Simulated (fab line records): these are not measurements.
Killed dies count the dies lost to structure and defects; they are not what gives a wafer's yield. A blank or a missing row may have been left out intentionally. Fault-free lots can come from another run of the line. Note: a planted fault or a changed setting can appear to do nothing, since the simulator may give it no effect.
Matching of chambers | flow sky130 | 3 sister chambers for SKY_CAPM_CVD_00 on pecvd-02
The step deposits SiO2, target thk 15.5 nm. 3 wafers are shown with their chamber, then 9 later ones without.

EACH WAFER AND ITS CHAMBER
wafer  | chamber | heater_power_w (W)
L089.4 | 1       | 819
L090.3 | 0       | 713
L090.5 | 2       | 842

WAFERS WITH NO CHAMBER GIVEN
wafer  | heater_power_w (W)
L091.1 | 966
L091.2 | 797
L091.3 | 749
L091.4 | 745
L091.5 | 940
L091.6 | 812
L097.2 | 938
L097.3 | 738
L097.4 | 720

EACH ONE'S CHAMBER
wafer  | from the rows above          | in truth
L091.1 | can't be placed: 2 or 1 or 0 | 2
L091.2 | can't be placed: 1 or 2 or 0 | 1
L091.3 | can't be placed: 0 or 1 or 2 | 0
L091.4 | can't be placed: 0 or 1 or 2 | 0
L091.5 | can't be placed: 2 or 1 or 0 | 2
L091.6 | can't be placed: 1 or 2 or 0 | 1
L097.2 | can't be placed: 2 or 1 or 0 | 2
L097.3 | can't be placed: 0 or 1 or 2 | 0
L097.4 | can't be placed: 0 or 1 or 2 | 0
Placed correctly: 0 of 9. Not placeable from these rows: 9 (in 9, the candidates include the true chamber). Wrongly placed: 0.
How it was worked out, from the rows above alone: a wafer's distance from a chamber is the root of the sum, over the readings, of the square of ((its reading less the chamber's mean) divided by the reading's scatter). If the next closest chamber is less than 2 further off than the closest, the wafer can't be placed; otherwise it belongs to the closest. The mean given for a chamber averages the wafers shown for that chamber. The scatter: with one shown wafer a chamber, the root of the mean of the squares of how far each hidden wafer lies from its nearest shown one.
